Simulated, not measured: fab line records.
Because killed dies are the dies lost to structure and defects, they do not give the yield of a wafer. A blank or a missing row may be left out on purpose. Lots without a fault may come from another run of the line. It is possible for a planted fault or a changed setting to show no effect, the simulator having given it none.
fab line records ; flow sky130
record: lots: 13; wafers: 39; last_day: 50
route steps=708 shown LDD_P@262 LDD_LDN@302 SD_N@348 LI_CONTACT@378 PAD_OPEN@708
lots with no fault: from the same line, run without faults
start_h: start of the lot's first displayed wafer, in hours after the record's first day ; wait_h: hours from the lot's prior step to this one ; " same as the row above ; L1.1+2: a single row standing in for several wafers ; - no value, or no start was given ; * or withheld: withheld ; < > ~ a bound
route shown NAME@n: a module of which the file shows steps, and the number in the route of the first ; usual: the fault-free wafers' mean and standard deviation ; same: alike in all rows ; chamber/n: place in a boat ; sites: readings site by site ; _std_site: the values' standard deviation ; _edge_site: mean of outer sites minus mean of inner sites ; radius_mm: how far each site lies from the wafer's centre ; mask NAME#n: copy n ; behind: the tool/chamber that last shaped the wafer ; hold: why the lot was held/for how many hours/how that ended ; device: which transistor (n, p or np) failed to switch ; end of line: the route-end tests of the same wafers ; for a step that has no rows: nothing shown but its recipe ; killed: dies lost to structure and defects at the first sort, not the wafer's yield ; map: shows each die of a wafer: x if killed, . if not, _ if none is there
set.NAME: the setting the step ran with; set.NAME@STEP: the setting that earlier step ran with ; model.NAME: the simulator's own value behind a step, which no gauge read
the route's steps for a sample of lots (tables are steps, rows are wafers)
services: from which hour (start_h, from the record's first day; less than 0 if before it) a tool's chamber was out of use, for how many hours, and why
== steps ==
step: SKY_LDD_P_CD_MEAS_07
recipe: target_cd_nm: 380
usual: cd_nm: 382.6/2.5
lot.wafer;tool;chamber;start_h;wait_h;cd_nm
L919.2;cd_sem-01;-;434.33;0.1;379.0
L919.3;cd_sem-01;-;434.33;0.1;384.8
L919.4;cd_sem-01;-;434.33;0.1;382.5
L921.1;cd_sem-02;-;483.18;0.1;387.1
L921.3;cd_sem-02;-;483.18;0.1;382.9
L921.6;cd_sem-02;-;483.18;0.1;384.7
L922.1;cd_sem-02;-;490.73;0.1;383.7
L922.5;cd_sem-02;-;490.73;0.1;384.1
L922.6;cd_sem-02;-;490.73;0.1;382.6
L923.3;cd_sem-02;-;503.25;0.1;377.3
L923.5;cd_sem-02;-;503.25;0.1;378.7
L923.6;cd_sem-02;-;503.25;0.1;377.7
L924.4;cd_sem-02;-;511.61;0.1;383.3
L924.5;cd_sem-02;-;511.61;0.1;381.3
L924.6;cd_sem-02;-;511.61;0.1;383.1
L926.4;cd_sem-01;-;530.31;0.1;384.1
L926.5;cd_sem-01;-;530.31;0.1;381.6
L926.6;cd_sem-01;-;530.31;0.1;381.6
L927.1;cd_sem-02;-;537.23;0.1;386.2
L927.2;cd_sem-02;-;537.23;0.1;386.7
L927.5;cd_sem-02;-;537.23;0.1;386.4
L929.3;cd_sem-01;-;537.57;0.1;380.7
L929.4;cd_sem-01;-;537.57;0.1;381.9
L929.6;cd_sem-01;-;537.57;0.1;381.4
L930.3;cd_sem-01;-;546.74;0.1;388.0
L930.5;cd_sem-01;-;546.74;0.1;385.8
L930.6;cd_sem-01;-;546.74;0.1;385.9
L931.2;cd_sem-02;-;567.00;0.1;379.3
L931.3;cd_sem-02;-;567.00;0.1;380.3
L931.6;cd_sem-02;-;567.00;0.1;381.3
L932.1;cd_sem-02;-;573.28;0.1;384.0
L932.2;cd_sem-02;-;573.28;0.1;384.3
L932.4;cd_sem-02;-;573.28;0.1;385.9
L939.1;cd_sem-01;-;623.90;0.1;386.7
L939.3;cd_sem-01;-;623.90;0.1;385.1
L939.6;cd_sem-01;-;623.90;0.1;389.2
L941.2;cd_sem-02;-;630.37;0.1;382.1
L941.5;cd_sem-02;-;630.37;0.1;383.4
L941.6;cd_sem-02;-;630.37;0.1;382.1
step: SKY_LDD_LDN_TW_MEAS_13
usual: LDD_LDN_TW: 1472/8
lot.wafer;tool;chamber;start_h;wait_h;LDD_LDN_TW
L919.2;film_metro-01;-;528.00;0.1;1461
L919.3;film_metro-01;-;528.00;0.1;1467
L919.4;film_metro-01;-;528.00;0.1;1461
L921.1;film_metro-03;-;573.37;0.1;1460
L921.3;film_metro-03;-;573.37;0.1;1452
L921.6;film_metro-03;-;573.37;0.1;1456
L922.1;film_metro-03;-;583.32;0.1;1479
L922.5;film_metro-03;-;583.32;0.1;1474
L922.6;film_metro-03;-;583.32;0.1;1484
L923.3;film_metro-03;-;593.09;0.1;1483
L923.5;film_metro-03;-;593.09;0.1;1473
L923.6;film_metro-03;-;593.09;0.1;1477
L924.4;film_metro-02;-;602.82;0.1;1462
L924.5;film_metro-02;-;602.82;0.1;1467
L924.6;film_metro-02;-;602.82;0.1;1467
L926.4;film_metro-02;-;620.17;0.1;1467
L926.5;film_metro-02;-;620.17;0.1;1458
L926.6;film_metro-02;-;620.17;0.1;1463
L927.1;film_metro-01;-;630.12;0.1;1477
L927.2;film_metro-01;-;630.12;0.1;1474
L927.5;film_metro-01;-;630.12;0.1;1475
L929.3;film_metro-03;-;630.31;0.1;1475
L929.4;film_metro-03;-;630.31;0.1;1483
L929.6;film_metro-03;-;630.31;0.1;1477
L930.3;film_metro-01;-;637.01;0.1;1476
L930.5;film_metro-01;-;637.01;0.1;1476
L930.6;film_metro-01;-;637.01;0.1;1481
L931.2;film_metro-03;-;662.29;0.1;1468
L931.3;film_metro-03;-;662.29;0.1;1476
L931.6;film_metro-03;-;662.29;0.1;1481
L932.1;film_metro-02;-;662.49;0.1;1468
L932.2;film_metro-02;-;662.49;0.1;1468
L932.4;film_metro-02;-;662.49;0.1;1467
L939.1;film_metro-03;-;710.99;0.1;1467
L939.3;film_metro-03;-;710.99;0.1;1471
L939.6;film_metro-03;-;710.99;0.1;1464
L941.2;film_metro-02;-;715.44;0.1;1472
L941.5;film_metro-02;-;715.44;0.1;1474
L941.6;film_metro-02;-;715.44;0.1;1469
step: SKY_SD_N_DEVELOP_06
recipe: resist: NOVOLAK; developer: TMAH; develop_time_s: 60; dev_temp_c: 23
usual: developer_temp_C: 22.99/0.095
same: develop_time_s: 60
lot.wafer;tool;chamber;start_h;wait_h;developer_temp_C
L919.2;litho_track-01;0;652.78;0.1;22.89
L919.3;litho_track-01;0;652.78;0.1;23.05
L919.4;litho_track-01;0;652.78;0.1;22.97
L921.1;litho_track-01;0;689.21;0.1;23.01
L921.3;litho_track-01;0;689.21;0.1;22.97
L921.6;litho_track-01;0;689.21;0.1;23.04
L922.1;litho_track-01;0;698.76;0.1;22.92
L922.5;litho_track-01;0;698.76;0.1;22.88
L922.6;litho_track-01;0;698.76;0.1;22.82
L923.3;litho_track-01;0;709.51;0.1;23.08
L923.5;litho_track-01;0;709.51;0.1;23.05
L923.6;litho_track-01;0;709.51;0.1;22.97
L924.4;litho_track-04;0;718.76;0.1;22.88
L924.5;litho_track-04;0;718.76;0.1;22.94
L924.6;litho_track-04;0;718.76;0.1;22.82
L926.4;litho_track-01;0;735.18;0.1;23.01
L926.5;litho_track-01;0;735.18;0.1;23.11
L926.6;litho_track-01;0;735.18;0.1;22.98
L927.1;litho_track-02;0;745.15;0.1;22.86
L927.2;litho_track-02;0;745.15;0.1;23.05
L927.5;litho_track-02;0;745.15;0.1;23.05
L929.3;litho_track-01;0;746.21;0.1;20.65
L929.4;litho_track-01;0;746.21;0.1;20.62
L929.6;litho_track-01;0;746.21;0.1;20.60
L930.3;litho_track-01;0;753.46;0.1;20.66
L930.5;litho_track-01;0;753.46;0.1;20.73
L930.6;litho_track-01;0;753.46;0.1;20.78
L931.2;litho_track-04;0;775.01;0.1;22.99
L931.3;litho_track-04;0;775.01;0.1;22.99
L931.6;litho_track-04;0;775.01;0.1;23.07
L932.1;litho_track-01;0;775.71;0.1;20.71
L932.2;litho_track-01;0;775.71;0.1;20.66
L932.4;litho_track-01;0;775.71;0.1;20.78
L939.1;litho_track-02;0;823.50;0.1;23.05
L939.3;litho_track-02;0;823.50;0.1;22.85
L939.6;litho_track-02;0;823.50;0.1;22.87
L941.2;litho_track-04;0;824.21;0.1;23.22
L941.5;litho_track-04;0;824.21;0.1;23.05
L941.6;litho_track-04;0;824.21;0.1;23.14
step: SKY_SD_N_CD_MEAS_07
recipe: target_cd_nm: 380
usual: cd_nm: 380.7/2.2
lot.wafer;tool;chamber;start_h;wait_h;cd_nm
L919.2;cd_sem-02;-;652.93;0.1;385.3
L919.3;cd_sem-02;-;652.93;0.1;385.4
L919.4;cd_sem-02;-;652.93;0.1;384.3
L921.1;cd_sem-02;-;689.36;0.1;382.3
L921.3;cd_sem-02;-;689.36;0.1;379.3
L921.6;cd_sem-02;-;689.36;0.1;381.7
L922.1;cd_sem-02;-;698.91;0.1;383.3
L922.5;cd_sem-02;-;698.91;0.1;380.6
L922.6;cd_sem-02;-;698.91;0.1;384.4
L923.3;cd_sem-01;-;709.65;0.1;380.5
L923.5;cd_sem-01;-;709.65;0.1;381.1
L923.6;cd_sem-01;-;709.65;0.1;379.4
L924.4;cd_sem-01;-;718.90;0.1;379.4
L924.5;cd_sem-01;-;718.90;0.1;382.6
L924.6;cd_sem-01;-;718.90;0.1;383.6
L926.4;cd_sem-02;-;735.32;0.1;383.2
L926.5;cd_sem-02;-;735.32;0.1;381.8
L926.6;cd_sem-02;-;735.32;0.1;379.6
L927.1;cd_sem-02;-;745.30;0.1;374.9
L927.2;cd_sem-02;-;745.30;0.1;375.5
L927.5;cd_sem-02;-;745.30;0.1;376.6
L929.3;cd_sem-02;-;746.35;0.1;386.5
L929.4;cd_sem-02;-;746.35;0.1;384.5
L929.6;cd_sem-02;-;746.35;0.1;386.8
L930.3;cd_sem-02;-;753.60;0.1;388.4
L930.5;cd_sem-02;-;753.60;0.1;385.8
L930.6;cd_sem-02;-;753.60;0.1;388.6
L931.2;cd_sem-02;-;775.16;0.1;383.5
L931.3;cd_sem-02;-;775.16;0.1;382.9
L931.6;cd_sem-02;-;775.16;0.1;383.6
L932.1;cd_sem-02;-;775.86;0.1;386.0
L932.2;cd_sem-02;-;775.86;0.1;387.0
L932.4;cd_sem-02;-;775.86;0.1;384.8
L939.1;cd_sem-01;-;823.65;0.1;378.7
L939.3;cd_sem-01;-;823.65;0.1;376.6
L939.6;cd_sem-01;-;823.65;0.1;378.8
L941.2;cd_sem-01;-;824.36;0.1;381.7
L941.5;cd_sem-01;-;824.36;0.1;382.0
L941.6;cd_sem-01;-;824.36;0.1;380.2
step: SKY_LI_CONTACT_STRIP_16
recipe: chemistry: O2/N2; power_w: 1400; pressure_mtorr: 1500; platen_temp_c: withheld; o2_flow_sccm: 3000; n2_flow_sccm: 300; overash_fraction: 0.5
usual: drypump_motor_current_A: 5.79/0.16; oes_product_au: 0.380/0.0048; strip_time_to_endpoint_s: 3.588/0.03
lot.wafer;tool;chamber;start_h;wait_h;drypump_motor_current_A;oes_product_au;rf_hours_counter_h;strip_time_to_endpoint_s
L919.2;plasma_asher-03;1;683.23;-;5.57;0.377;53;3.595
L919.3;plasma_asher-03;1;683.23;-;5.55;0.376;-;3.571
L919.4;plasma_asher-03;0;683.23;-;6.03;0.382;-;3.546
L921.1;plasma_asher-01;1;719.78;-;5.79;0.386;100;3.579
L921.3;plasma_asher-01;1;719.78;-;5.78;0.389;-;3.615
L921.6;plasma_asher-01;1;719.78;-;5.79;0.377;-;3.582
L922.1;plasma_asher-01;0;728.97;-;5.84;0.379;101;3.624
L922.5;plasma_asher-01;1;728.97;-;5.77;0.376;-;3.603
L922.6;plasma_asher-01;0;728.97;-;5.83;0.374;-;3.575
L923.3;plasma_asher-04;1;739.91;-;5.78;0.382;-;3.576
L923.5;plasma_asher-04;1;739.91;-;5.77;0.377;-;3.614
L923.6;plasma_asher-04;0;739.91;-;5.72;0.380;-;3.599
L924.4;plasma_asher-04;0;749.16;-;5.67;0.383;-;3.521
L924.5;plasma_asher-04;0;749.16;-;5.68;0.386;-;3.561
L924.6;plasma_asher-04;1;749.16;-;5.80;0.371;-;3.515
L926.4;plasma_asher-01;1;764.88;-;5.76;0.380;-;3.604
L926.5;plasma_asher-01;1;764.88;-;5.76;0.377;-;3.597
L926.6;plasma_asher-01;0;764.88;-;5.84;0.377;-;3.541
L927.1;plasma_asher-03;1;774.72;-;5.58;0.383;63;3.603
L927.2;plasma_asher-03;0;774.72;-;6.04;0.392;63;3.616
L927.5;plasma_asher-03;0;774.72;-;6.04;0.381;-;3.582
L929.3;plasma_asher-03;1;776.16;-;5.57;0.379;-;3.635
L929.4;plasma_asher-03;0;776.16;-;6.03;0.378;-;3.603
L929.6;plasma_asher-03;1;776.16;-;5.56;0.378;-;3.605
L930.3;plasma_asher-03;0;782.10;-;6.05;0.384;-;3.597
L930.5;plasma_asher-03;1;782.10;-;5.55;0.385;-;3.576
L930.6;plasma_asher-03;0;782.10;-;6.05;0.374;-;3.599
L931.2;plasma_asher-03;0;803.67;-;6.06;0.380;65;3.574
L931.3;plasma_asher-03;0;803.67;-;6.04;0.381;-;3.563
L931.6;plasma_asher-03;0;803.67;-;6.04;0.371;-;3.572
L932.1;plasma_asher-03;0;805.19;-;6.05;0.376;65;3.580
L932.2;plasma_asher-03;1;805.19;-;5.58;0.382;65;3.582
L932.4;plasma_asher-03;0;805.19;-;6.03;0.378;-;3.572
L939.1;plasma_asher-01;1;851.57;-;5.79;0.369;11;3.597
L939.3;plasma_asher-01;0;851.57;-;5.85;0.390;-;3.591
L939.6;plasma_asher-01;0;851.57;-;5.85;0.380;-;3.586
L941.2;plasma_asher-01;0;853.22;-;5.82;0.385;11;3.584
L941.5;plasma_asher-01;1;853.22;-;5.78;0.389;-;3.587
L941.6;plasma_asher-01;0;853.22;-;5.82;0.375;-;3.563
step: SKY_PAD_OPEN_PROBE_99
usual: killed_at_M0_to_M3: 43/6.9; killed_at_M4_up: 3.0/1.8; killed_at_contacts: 24/4.8; killed_at_front_end: 15/4.5; killed_at_other: 0.4/0.67; killed_dies: 86/9.2; killed_open: 46/6.9; killed_short: 39/6
same: gross_dies: 492; killed_at_back_side: 0
lot.wafer;tool;chamber;start_h;wait_h;killed_at_M0_to_M3;killed_at_M4_up;killed_at_contacts;killed_at_front_end;killed_at_other;killed_dies;killed_open;killed_short
L932.1;prober-01;-;1167.52;0.1;35;2;25;15;1;78;49;29
L932.2;prober-01;-;1167.57;0.1;43;4;32;7;1;87;37;50
L932.4;prober-01;-;1167.67;0.2;50;3;21;13;1;88;54;34
killed by level:class
L932.1 CONTACT:geometric_particle:open=10 VIA3:geometric_particle:open=7 VIA1:geometric_particle:open=7 METAL2:geometric_particle:short=5 POLY_GATE:geometric_particle:short=4 FIELD_ISO:geometric_particle:open=4 POLY_GATE:geometric_particle:open=4 LI_CONTACT:geometric_particle:open=4
L932.2 VIA1:geometric_particle:open=12 CONTACT:geometric_particle:open=10 CONTACT:geometric_particle:short=8 VIA1:geometric_particle:short=7 LI_CONTACT:geometric_particle:open=6 METAL1:geometric_particle:short=6 VIA2:geometric_particle:open=4 METAL2:geometric_particle:short=4
L932.4 VIA1:geometric_particle:open=21 CONTACT:geometric_particle:open=7 VIA2:geometric_particle:open=6 VIA2:geometric_particle:short=5 LI_CONTACT:geometric_particle:open=5 CONTACT:geometric_particle:short=4 VIA3:geometric_particle:open=4 FIELD_ISO:geometric_particle:short=3
== services ==
tool;chamber;start_h;hours;kind
plasma_asher-04;-;641.20;1.4;repair
plasma_asher-01;-;716.09;1.6;repair
plasma_asher-01;-;733.75;9.0;pm
plasma_asher-01;0;733.75;9.0;vent_cycle
plasma_asher-01;1;733.75;9.0;vent_cycle
plasma_asher-01;-;740.57;1.8;repair
plasma_asher-01;0;742.75;-;clean
plasma_asher-01;1;742.75;-;clean
plasma_asher-03;-;799.71;1.4;repair
litho_track-04;-;805.52;-;consumable_replace:filter
plasma_asher-01;-;829.12;1.9;repair
plasma_asher-03;-;845.24;0.6;repair
== key ==
first_sign: step: SKY_SD_N_DEVELOP_06; reading: developer_temp_C; direction: down; sigmas: 24; usual: *; struck: *
effect: step: SKY_SD_N_CD_MEAS_07; reading: cd_nm; direction: up; sigmas: 2.6; usual: 380.7; struck: 386.5; through: control_loop
met_at SKY_SD_N_DEVELOP_06
struck_lots L929,L930,L932
tester_left_out L929,L930,L932
loop_trim: step: SKY_SD_N_EXPOSE_04; setting: dose; lots: L932
not_acting_at SKY_LDD_P_CD_MEAS_07,SKY_LDD_LDN_TW_MEAS_13,SKY_LI_CONTACT_STRIP_16
onset_between 735.18 746.21
fault: kind: process_parameter_drift; tool: litho_track-01; chamber: -; onset_h: 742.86; steps: SKY_SD_N_DEVELOP_06; channel: dev_temp_c; offset: *; shape: step; end_h: 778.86; acts_in: *; stated: *
tester_left_out: of these lots the tester's yield and bins aren't shown, on N5 and GAA mostly nor the transistor test; their killed dies are dies lost to structure and defects alone, not to doping, threshold or leakage, so they don't give the yield
loop_trim: a control loop set the setting to another value than it would have without faults
